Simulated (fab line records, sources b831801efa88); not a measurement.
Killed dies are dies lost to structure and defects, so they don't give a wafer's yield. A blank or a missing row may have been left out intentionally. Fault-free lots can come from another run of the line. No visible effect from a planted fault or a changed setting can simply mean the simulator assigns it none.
Which tool did it? -- flow sky130 -- 11 lots with 33 wafers sampled at 2 steps, on a route of 708 steps

WHAT EACH GAUGE READ, for each wafer
SKY_CAPM_RS_MEAS_03: measures by four-point-probe.
lot,measured,on,CAPM_TIN_RS (ohm/sq)
L186,day 36 20:43,film metro-03,6.65 6.67 6.72
L187,day 37 00:11,film metro-03,6.58 6.66 6.63
L191,day 38 16:26,film metro-03,6.61 6.67 6.61
L192,day 39 01:58,film metro-03,6.68 6.70 6.76
L194,day 39 09:05,film metro-03,6.81 6.70 6.76
L193,day 39 11:34,film metro-03,6.63 6.62 6.64
L195,day 39 21:51,film metro-04,6.70 6.61 6.68
L203,day 41 23:58,film metro-03,6.62 6.58 6.56
L204,day 42 07:08,film metro-03,6.71 6.68 6.76
L205,day 42 12:26,film metro-01,6.60 6.66 6.57
L207,day 42 20:08,film metro-01,6.79 6.77 6.67

WHICH TOOL RAN EACH LOT (tool, then ch and the chambers of the sampled wafers, then the start)
lot,SKY_VIA2_STRIP_16
L186,"plasma asher-02 ch 0,1, day 36 19:03"
L187,"plasma asher-01 ch 0,1, day 36 21:58"
L191,"plasma asher-04 ch 0,1, day 38 14:46"
L192,"plasma asher-04 ch 0,1, day 39 00:19"
L194,"plasma asher-01 ch 0,1, day 39 07:25"
L193,"plasma asher-01 ch 0,1, day 39 09:56"
L195,"plasma asher-02 ch 0,1, day 39 20:13"
L203,"plasma asher-01 ch 0,1, day 41 22:20"
L204,"plasma asher-04 ch 0,1, day 42 05:16"
L205,"plasma asher-04 ch 0,1, day 42 10:47"
L207,"plasma asher-02 ch 0,1, day 42 18:22"
- SKY_VIA2_STRIP_16: strips in O2/N2.

THE ANSWER, worked out from the rows above alone
Rule: the lots themselves supply what counts as usual. Put in order of their means at a reading, lots are off if they are a third of the lots or fewer, leave a main group of 4 or more, and stand apart from it by a gap of 3 or more times the standard deviation of the main group's means; of several such gaps the widest counts. A main group whose means are all the same, to the digits that the tables above print for the reading, isn't used. A lot without any number at a reading at which 4 lots or more have one is off too. Any other lot the step has rows for is counted as sound.
No lot is off at any reading shown: from this, nothing can be told.

WHAT WAS PUT IN BY THE SIMULATOR
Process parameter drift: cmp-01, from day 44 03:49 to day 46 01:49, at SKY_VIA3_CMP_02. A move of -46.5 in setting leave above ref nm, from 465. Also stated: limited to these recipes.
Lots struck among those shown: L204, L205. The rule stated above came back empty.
